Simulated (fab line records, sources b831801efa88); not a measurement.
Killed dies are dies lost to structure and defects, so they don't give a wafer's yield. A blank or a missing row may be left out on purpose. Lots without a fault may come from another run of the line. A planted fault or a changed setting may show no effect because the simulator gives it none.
fab line records | flow sky130
record lots=6 wafers=18 last_day=50
route steps=708 shown VT_ADJUST_LVTN@113 VT_ADJUST_NCORE@119 PAD_OPEN@708
lots that met no fault: from a run of the same line without faults
start_h: hours from the record's first day to the start of the lot's first wafer shown | wait_h: hours since the lot's step before | " the same as in the row above | L1.1+2: a row that stands for several wafers | - no value, or no start given | * or withheld: withheld | < > ~ a bound
route shown NAME@n: a module of which the file shows steps, and the number in the route of the first | usual: mean/standard deviation of fault-free wafers | same: alike in all rows | chamber/n: place in a boat | sites: the reading at each site | _std_site: their standard deviation | _edge_site: outer sites' mean less inner sites' | radius_mm: how far each site lies from the wafer's centre | mask NAME#n: copy n | behind: the tool/chamber that last shaped the wafer | hold: why the lot was held/for how many hours/how that ended | device: the transistor (n, p or np) that didn't switch | end of line: the same wafers' tests at the end of the route | a step without rows: its recipe alone | killed: dies lost to structure and defects at the first sort, not the wafer's yield | map: a wafer's dies, x killed, . not, _ none there
set.NAME: the setting as run; set.NAME@STEP: as run at that earlier step | model.NAME: the simulator's own value behind a step, which no gauge read
lots at some steps of the route; a table a step, a row a wafer
services: from which hour (start_h, from the record's first day; less than 0 if before it) a tool's chamber was out of use, for how many hours, and why
## steps
# step SKY_VT_ADJUST_LVTN_PEB_16
# recipe temp_c=withheld time_s=* resist=NOVOLAK
# step SKY_VT_ADJUST_LVTN_DEVELOP_17
# recipe resist=NOVOLAK developer=TMAH develop_time_s=60 dev_temp_c=23
# step SKY_VT_ADJUST_LVTN_OVL_MEAS_18
# usual VT_ADJUST_LVTN_01_OVL=-1.1/1.2
# columns lot.wafer tool chamber start_h wait_h VT_ADJUST_LVTN_01_OVL[nm]
L280.1 overlay-01 - 177.00 0.1 -2.2
L280.2 " - " " -3.5
L280.6 " - " " -2.2
L286.4 overlay-01 - 223.07 0.1 -2.4
L286.5 " - " " -1.2
L286.6 " - " " 0.0
L287.1 overlay-02 - 225.85 0.2 -2.4
L287.4 " - " " -0.1
L287.6 " - " " -1.1
L295.1 overlay-02 - 290.10 0.1 -0.1
L295.2 " - " " -2.5
L295.3 " - " " -2.3
L298.1 overlay-01 - 307.47 0.1 -1.0
L298.2 " - " " -1.5
L298.5 " - " " -2.1
L299.1 overlay-02 - 313.17 0.1 0.3
L299.2 " - " " -1.0
L299.3 " - " " -0.9
# step SKY_VT_ADJUST_LVTN_IMPLANT_19
# recipe species=B energy_kev=30 dose_cm2=6.5e+11 tilt_deg=withheld
# step SKY_VT_ADJUST_LVTN_STRIP_20
# recipe chemistry=O2/N2 power_w=1400 pressure_mtorr=1500 platen_temp_c=withheld o2_flow_sccm=3000 n2_flow_sccm=300 overash_fraction=0.5
# usual chamber_pressure_mTorr=1499.9/1.4 drypump_motor_current_A=5.7/0.32 o2_flow_sccm=3002/8.8 oes_product_au=0.715/0.0046 strip_time_to_endpoint_s=14.16/0.036
# columns lot.wafer tool chamber start_h wait_h chamber_pressure_mTorr drypump_motor_current_A o2_flow_sccm oes_product_au rf_hours_counter_h strip_time_to_endpoint_s
L280.1 plasma_asher-01 0 177.19 0.1 1498.0 5.3 3016 0.712 52 14.10
L280.2 " 1 " " 1500.0 5.5 2999 0.724 52 14.15
L280.6 " 0 " " 1498.8 5.3 3011 0.717 - 14.10
L286.4 plasma_asher-04 1 223.27 0.1 1499.6 6.0 2994 0.707 - 14.19
L286.5 " 1 " " 1500.9 6.0 3004 0.714 - 14.16
L286.6 " 0 " " 1499.4 5.7 3005 0.720 - 14.21
L287.1 plasma_asher-04 0 226.04 0.1 1499.6 5.7 2988 0.708 57 14.14
L287.4 " 0 " " 1498.6 5.7 2999 0.708 - 14.11
L287.6 " 1 " " 1501.4 6.0 2999 0.715 - 14.16
L295.1 plasma_asher-04 0 290.29 0.1 1501.2 5.8 3017 0.728 61 14.16
L295.2 " 1 " " 1502.4 6.0 2997 0.716 61 14.19
L295.3 " 1 " " 1501.2 6.0 2997 0.714 - 14.21
L298.1 plasma_asher-04 1 307.66 0.1 1497.8 6.0 3011 0.715 63 14.12
L298.2 " 0 " " 1500.3 5.7 2989 0.715 63 14.13
L298.5 " 0 " " 1501.4 5.8 2996 0.714 - 14.12
L299.1 plasma_asher-04 0 313.36 0.1 1497.1 5.7 3001 0.712 63 14.10
L299.2 " 1 " " 1499.8 6.0 2990 0.713 63 14.10
L299.3 " 1 " " 1500.3 6.0 2991 0.717 - 14.12
# step SKY_VT_ADJUST_LVTN_TW_MEAS_21
# usual VT_ADJUST_LVTN_2_TW=189.5/1.9
# columns lot.wafer tool chamber start_h wait_h VT_ADJUST_LVTN_2_TW
L280.1 film_metro-03 - 177.29 0.1 192.3
L280.2 " - " " 192.2
L280.6 " - " " 192.0
L286.4 film_metro-01 - 223.37 0.1 187.5
L286.5 " - " " 186.5
L286.6 " - " " 186.9
L287.1 film_metro-03 - 226.14 0.1 191.3
L287.4 " - " " 190.4
L287.6 " - " " 191.8
L295.1 film_metro-03 - 290.39 0.1 191.5
L295.2 " - " " 192.0
L295.3 " - " " 192.0
L298.1 film_metro-02 - 307.76 0.1 189.4
L298.2 " - " " 190.8
L298.5 " - " " 190.1
L299.1 film_metro-01 - 313.46 0.1 189.0
L299.2 " - " " 187.8
L299.3 " - " " 188.6
# step SKY_VT_ADJUST_NCORE_DEHYDRATE_00
# recipe temp_c=200 time_s=60
# step SKY_VT_ADJUST_NCORE_HMDS_01
# recipe prime_time_s=60 prime_temp_c=120
# step SKY_VT_ADJUST_NCORE_COAT_02
# recipe resist=NOVOLAK spin_rpm=3000 resist_thk_nm=1140
# step SKY_VT_ADJUST_NCORE_SOFTBAKE_03
# recipe temp_c=90 time_s=60 resist=NOVOLAK
# step SKY_VT_ADJUST_NCORE_EXPOSE_04
# recipe mask_id=LVTN_COMPLEMENT_THIN na=0.6 source_shape=conventional sigma_outer=0.6 polarization=unpolarized target_cd_nm=380 dose_mj=139
# step SKY_VT_ADJUST_NCORE_PEB_05
# recipe temp_c=withheld time_s=* resist=NOVOLAK
# step SKY_VT_ADJUST_NCORE_DEVELOP_06
# recipe resist=NOVOLAK developer=TMAH develop_time_s=60 dev_temp_c=23
# columns lot.wafer tool chamber start_h wait_h
L280.1+2+6 litho_track-03 0 197.91 0.1
L286.4+5+6 litho_track-01 0 246.83 0.1
L287.1+4+6 litho_track-01 0 248.90 0.1
L295.1+2+3 litho_track-04 0 314.05 0.1
L298.1+2+5 litho_track-01 0 334.20 0.1
L299.1+2+3 litho_track-03 0 339.06 0.1
# step SKY_VT_ADJUST_NCORE_CD_MEAS_07
# recipe target_cd_nm=380
# usual cd_nm=379.8/3
# columns lot.wafer tool chamber start_h wait_h cd_nm
L280.1 cd_sem-01 - 198.06 0.1 374.6
L280.2 " - " " 374.4
L280.6 " - " " 377.2
L286.4 cd_sem-02 - 246.96 0.1 372.3
L286.5 " - " " 372.7
L286.6 " - " " 368.6
L287.1 cd_sem-01 - 249.05 0.1 372.8
L287.4 " - " " 370.5
L287.6 " - " " 373.1
L295.1 cd_sem-02 - 314.20 0.1 377.1
L295.2 " - " " 376.5
L295.3 " - " " 374.9
L298.1 cd_sem-02 - 334.35 0.1 378.6
L298.2 " - " " 377.9
L298.5 " - " " 378.8
L299.1 cd_sem-02 - 339.21 0.1 377.0
L299.2 " - " " 376.9
L299.3 " - " " 378.7
# step SKY_VT_ADJUST_NCORE_OVL_MEAS_08
# usual VT_ADJUST_NCORE_OVL=0.3/1.5
# columns lot.wafer tool chamber start_h wait_h VT_ADJUST_NCORE_OVL[nm]
L280.1 overlay-02 - 198.18 0.1 2.0
L280.2 " - " " -1.1
L280.6 " - " " -0.7
L286.4 overlay-02 - 247.04 0.1 -1.1
L286.5 " - " " 0.2
L286.6 " - " " -0.2
L287.1 overlay-02 - 249.17 0.1 2.1
L287.4 " - " " 3.5
L287.6 " - " " 3.0
L295.1 overlay-01 - 314.32 0.1 -1.4
L295.2 " - " " -0.9
L295.3 " - " " -0.2
L298.1 overlay-01 - 334.47 0.1 1.0
L298.2 " - " " -0.9
L298.5 " - " " 1.2
L299.1 overlay-01 - 339.33 0.1 -1.4
L299.2 " - " " -1.8
L299.3 " - " " -1.4
# step SKY_PAD_OPEN_PROBE_99
# usual killed_at_M0_to_M3=44/6.4 killed_at_M4_up=3.0/1.8 killed_at_contacts=24/5 killed_at_front_end=16/4.3 killed_at_other=0.4/0.76 killed_dies=88/8.6 killed_open=47/7.2 killed_short=40/5.5
# same gross_dies=492 killed_at_back_side=0
# columns lot.wafer tool chamber start_h wait_h killed_at_M0_to_M3 killed_at_M4_up killed_at_contacts killed_at_front_end killed_at_other killed_dies killed_open killed_short
L280.1 prober-02 - 1091.48 0.1 49 2 22 26 0 99 56 42
L280.2 prober-02 - 1091.53 0.1 42 4 22 16 0 84 32 51
L280.6 prober-02 - 1091.73 0.2 52 1 23 14 1 91 51 38
# killed by level:class
L280.1 VIA1:geometric_particle:open=10 POLY_GATE:geometric_particle:short=9 POLY_GATE:geometric_particle:open=8 CONTACT:geometric_particle:open=8 VIA1:geometric_particle:short=8 VIA2:geometric_particle:open=7 LI_CONTACT:geometric_particle:open=6 VIA3:geometric_particle:open=6
L280.2 CONTACT:geometric_particle:short=8 METAL1:geometric_particle:short=8 VIA1:geometric_particle:open=7 METAL2:geometric_particle:short=6 LOCAL_INTERCONNECT:geometric_particle:short=5 CONTACT:geometric_particle:open=5 METAL3:geometric_particle:short=5 FIELD_ISO:geometric_particle:open=4
L280.6 VIA3:geometric_particle:open=11 LI_CONTACT:geometric_particle:open=7 CONTACT:geometric_particle:open=7 VIA1:geometric_particle:open=7 METAL2:geometric_particle:short=7 VIA1:geometric_particle:short=6 VIA3:geometric_particle:short=6 POLY_GATE:geometric_particle:open=5
## services
# columns tool chamber start_h hours kind
plasma_asher-04 - 153.51 0.8 repair
plasma_asher-01 - 181.49 2.8 pm
plasma_asher-01 - 205.48 0.9 repair
plasma_asher-04 - 226.88 14.6 pm
## key
first_sign step=SKY_VT_ADJUST_NCORE_CD_MEAS_07 reading=cd_nm direction=down sigmas=2.7 usual=379.8 struck=371.7
effect none on later readings
met_at SKY_VT_ADJUST_NCORE_DEVELOP_06
struck_wafers L286.4,L286.5,L286.6,L287.1,L287.4,L287.6
rows_end L286.4,L286.5,L286.6
tester_left_out L287
fault kind=process_parameter_drift tool=litho_track-01 chamber=- onset_h=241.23 steps=SKY_VT_ADJUST_NCORE_DEVELOP_06 channel=develop_time_s offset=* shape=step end_h=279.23 acts_in=* stated=*
# tester_left_out: of these lots the tester's yield and bins aren't shown, on N5 and GAA mostly nor the transistor test; their killed dies are dies lost to structure and defects alone, not to doping, threshold or leakage, so they don't give the yield
# rows_end: these wafers met a further fault down the route, and their rows from its step on are left out
